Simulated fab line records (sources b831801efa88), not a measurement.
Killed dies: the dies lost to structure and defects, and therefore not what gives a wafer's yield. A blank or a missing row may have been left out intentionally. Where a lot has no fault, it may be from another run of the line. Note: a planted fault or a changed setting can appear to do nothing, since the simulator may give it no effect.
Which tool was responsible? ; flow gf180mcu ; 13 lots with 37 wafers sampled at 6 steps, on a route of 602 steps

WHAT THE GAUGES READ, wafer by wafer
GF_STI_THK_MEAS_24.
lot;measured;on;STI_CVD_23_THK (nm)
L168;day 2 03:32;film-metro-02;655 640 650
L169;day 2 09:31;film-metro-02;644 635 642
L170;day 2 14:50;film-metro-02;648 650 657
L171;day 2 18:50;film-metro-01;655 652 641
L172;day 3 00:43;film-metro-02;645 647 648
L173;day 3 07:07;film-metro-02;649 653 659
L174;day 3 12:13;film-metro-04;656 644 649
L179;day 4 11:35;film-metro-01;659 656 661
L180;day 4 17:15;film-metro-04;656 412 418
L181;day 4 22:20;film-metro-04;402 646
L182;day 5 05:31;film-metro-01;423 666
L184;day 5 15:14;film-metro-01;646 642 659
L185;day 5 18:07;film-metro-04;645 652 640

GF_POLY_GATE_OVL_MEAS_11.
lot;measured;on;POLY_GATE_OVL (nm)
L168;day 9 03:50;overlay-01;-11 -3 0
L169;day 9 14:29;overlay-02;7 6 2
L170;day 9 22:28;overlay-01;-1 -7 -8
L171;day 10 06:35;overlay-01;-13 -6 -13
L172;day 10 16:29;overlay-02;-3 -4 -6
L173;day 10 21:26;overlay-02;10 10 4
L174;day 11 00:07;overlay-02;-7 -7 -4
L179;day 12 10:06;overlay-01;-6 -3 -3
L180;day 12 16:54;overlay-01;2
L181;day 12 23:20;overlay-02;-2
L182;day 13 14:12;overlay-01;-3
L184;day 13 21:58;overlay-01;-12 -11 -5
L185;day 14 06:10;overlay-02;-5 2 -3

WHAT TOOL EACH LOT RAN ON (gives the tool, then ch and the chambers of the sampled wafers, and finally the start)
lot;GF_STI_CVD_23;GF_STI_CMP_25;GF_LVPWELL_STRIP_10;GF_VT_IMPLANT_STRIP_42
L168;hdpcvd-01 ch 0,1, day 2 03:28;cmp-01 ch 1,2,3, day 2 03:41;plasma-asher-03 ch 1, day 3 20:41;plasma-asher-01 ch 0,1, day 7 12:11
L169;hdpcvd-02 ch 1,2, day 2 09:25;cmp-01 ch 0,2, day 2 09:34;plasma-asher-02 ch 0,1, day 4 02:01;plasma-asher-02 ch 0,1, day 7 19:32
L170;hdpcvd-01 ch 0,1, day 2 14:46;cmp-01 ch 1,2, day 2 14:57;plasma-asher-03 ch 1, day 4 08:40;plasma-asher-02 ch 0,1, day 8 04:05
L171;hdpcvd-01 ch 1,2, day 2 18:46;cmp-01 ch 1,2,3, day 2 18:57;plasma-asher-03 ch 0,1, day 4 14:08;plasma-asher-01 ch 0,1, day 8 13:14
L172;hdpcvd-02 ch 0,2, day 3 00:37;cmp-02 ch 0,1,3, day 3 00:49;plasma-asher-04 ch 0,1, day 4 20:11;plasma-asher-04 ch 0,1, day 8 17:20
L173;hdpcvd-01 ch 1,2, day 3 06:59;cmp-01 ch 1,2, day 3 07:10;plasma-asher-03 ch 0,1, day 5 04:30;plasma-asher-02 ch 0,1, day 9 03:34
L174;hdpcvd-02 ch 0,2, day 3 12:07;cmp-02 ch 0,1,2, day 3 12:16;plasma-asher-02 ch 0,1, day 5 08:56;plasma-asher-01 ch 0,1, day 9 06:02
L179;hdpcvd-02 ch 1,2, day 4 11:31;cmp-01 ch 1,2,3, day 4 11:42;plasma-asher-02 ch 0,1, day 6 10:47;plasma-asher-04 ch 0,1, day 10 13:56
L180;hdpcvd-02 ch 0,1,2, day 4 17:10;cmp-02 ch 0,2,3, day 4 17:19;plasma-asher-03 ch 0, day 6 17:02;plasma-asher-04 ch 0, day 10 21:23
L181;hdpcvd-02 ch 1,2, day 4 22:15;cmp-01 ch 1,2, day 4 22:32;plasma-asher-02 ch 0, day 6 20:41;plasma-asher-02 ch 1, day 11 02:43
L182;hdpcvd-02 ch 1,2, day 5 05:26;cmp-02 ch 1,3, day 5 05:38;plasma-asher-02 ch 0, day 7 09:15;plasma-asher-02 ch 1, day 11 16:50
L184;hdpcvd-01 ch 0,1,2, day 5 15:10;cmp-01 ch 0,1,2, day 5 15:18;plasma-asher-04 ch 0,1, day 7 14:47;plasma-asher-04 ch 0,1, day 11 23:59
L185;hdpcvd-01 ch 0,1,2, day 5 18:02;cmp-02 ch 0,1,2, day 5 18:11;plasma-asher-03 ch 0,1, day 7 19:56;plasma-asher-04 ch 0,1, day 12 06:29
- GF_STI_CVD_23: deposits SiO2, target thk 650 nm, time 108.3 s.
- GF_STI_CMP_25: polishes, stops on Si3N4, t overpolish 33 s, target thk 524.6 nm.
- GF_LVPWELL_STRIP_10: strips in O2/N2.
- GF_VT_IMPLANT_STRIP_42: strips in O2/N2.

AS READ BY THE TOOLS THEMSELVES (means over the sampled wafers that have a number; for cases with no such wafer, the mark the record gives instead)
GF_STI_CMP_25.
lot;tool;edge-zone-pressure-frac;motor-current-A (A);time-to-endpoint-s (s)
L168;cmp-01;1.000;11.8;131
L169;cmp-01;1.005;12.1;129
L170;cmp-01;1.000;12.6;133
L171;cmp-01;0.995;11.8;129
L172;cmp-02;1.002;11.1;121
L173;cmp-01;0.994;12.7;130
L174;cmp-02;0.998;11.5;123
L179;cmp-01;0.999;11.3;130
L180;cmp-02;1.005;12.0;97
L181;cmp-01;1.003;12.8;103
L182;cmp-02;0.997;11.1;104
L184;cmp-01;0.999;12.4;127
L185;cmp-02;0.999;11.8;119

GF_LVPWELL_STRIP_10.
lot;tool;drypump-motor-current-A (A);heater-power-w (W);oes-product-au (a.u.);strip-time-to-endpoint-s (s)
L168;plasma-asher-03;6.6;334;0.722;36.86
L169;plasma-asher-02;5.8;305;0.723;37.04
L170;plasma-asher-03;6.6;332;0.723;36.90
L171;plasma-asher-03;5.9;335;0.725;36.93
L172;plasma-asher-04;5.4;318;0.725;36.85
L173;plasma-asher-03;6.2;334;0.723;36.87
L174;plasma-asher-02;5.8;304;0.724;36.93
L179;plasma-asher-02;5.9;304;0.723;36.86
L180;plasma-asher-03;5.5;337;0.721;36.97
L181;plasma-asher-02;6.5;329;0.720;36.78
L182;plasma-asher-02;6.6;329;0.722;36.92
L184;plasma-asher-04;5.4;325;0.720;37.13
L185;plasma-asher-03;6.2;335;0.723;36.89

GF_VT_IMPLANT_STRIP_42.
lot;tool;drypump-motor-current-A (A);heater-power-w (W);oes-product-au (a.u.);strip-time-to-endpoint-s (s)
L168;plasma-asher-01;5.3;323;0.714;12.61
L169;plasma-asher-02;5.8;306;0.714;12.63
L170;plasma-asher-02;5.9;306;0.715;12.65
L171;plasma-asher-01;5.3;332;0.723;12.57
L172;plasma-asher-04;5.2;327;0.717;12.63
L173;plasma-asher-02;6.2;322;0.713;12.60
L174;plasma-asher-01;5.3;337;0.712;12.63
L179;plasma-asher-04;5.4;329;0.713;12.60
L180;plasma-asher-04;5.7;334;0.723;12.65
L181;plasma-asher-02;5.5;296;0.717;12.65
L182;plasma-asher-02;5.5;299;0.718;12.65
L184;plasma-asher-04;5.5;329;0.715;12.60
L185;plasma-asher-04;5.2;324;0.717;12.61

THE ANSWER, worked out from the rows above alone
Rule: what is usual is taken from the lots themselves. The widest of any qualifying gaps counts: lots, ordered by their means at a reading, are off when they make up no more than a third of the lots, leave a main group of 4 or more, and stand apart from it by 3 or more times the standard deviation of that group's means. A main group whose means are all the same, to the digits that the tables above print for the reading, isn't used. A lot without any number at a reading at which 4 lots or more have one is off too. Any other lot the step has rows for is counted as sound. After the gauges, taken in route order, come the tools' own readings; for these a lot's mean is taken, as printed above. At the first step where some lot is off, the reading lying furthest off is the one used; lots without a number count as furthest.
Off: at GF_STI_THK_MEAS_24 (STI_CVD_23_THK), L180, L181, L182. For the main group the mean is 649 nm and the standard deviation 4.6.
A tool fits if, at a process step before that reading, it ran every lot that is off, and no sound lot after the first of them. The gauges at GF_STI_THK_MEAS_24 aren't tried: what is off there is off at GF_STI_CMP_25 too, on other tools, and a gauge's error can't cause that. One fits: GF_STI_CVD_23 on hdpcvd-02. A fault onset in the window from L179 (day 4 11:31, its last sound lot) to L180 (day 4 17:10, its first lot off) fits.

WHAT THE SIMULATOR HAD INSERTED
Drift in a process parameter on hdpcvd-02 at GF_STI_CVD_23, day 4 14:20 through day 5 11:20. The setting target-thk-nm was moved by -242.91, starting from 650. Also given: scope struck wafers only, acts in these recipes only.
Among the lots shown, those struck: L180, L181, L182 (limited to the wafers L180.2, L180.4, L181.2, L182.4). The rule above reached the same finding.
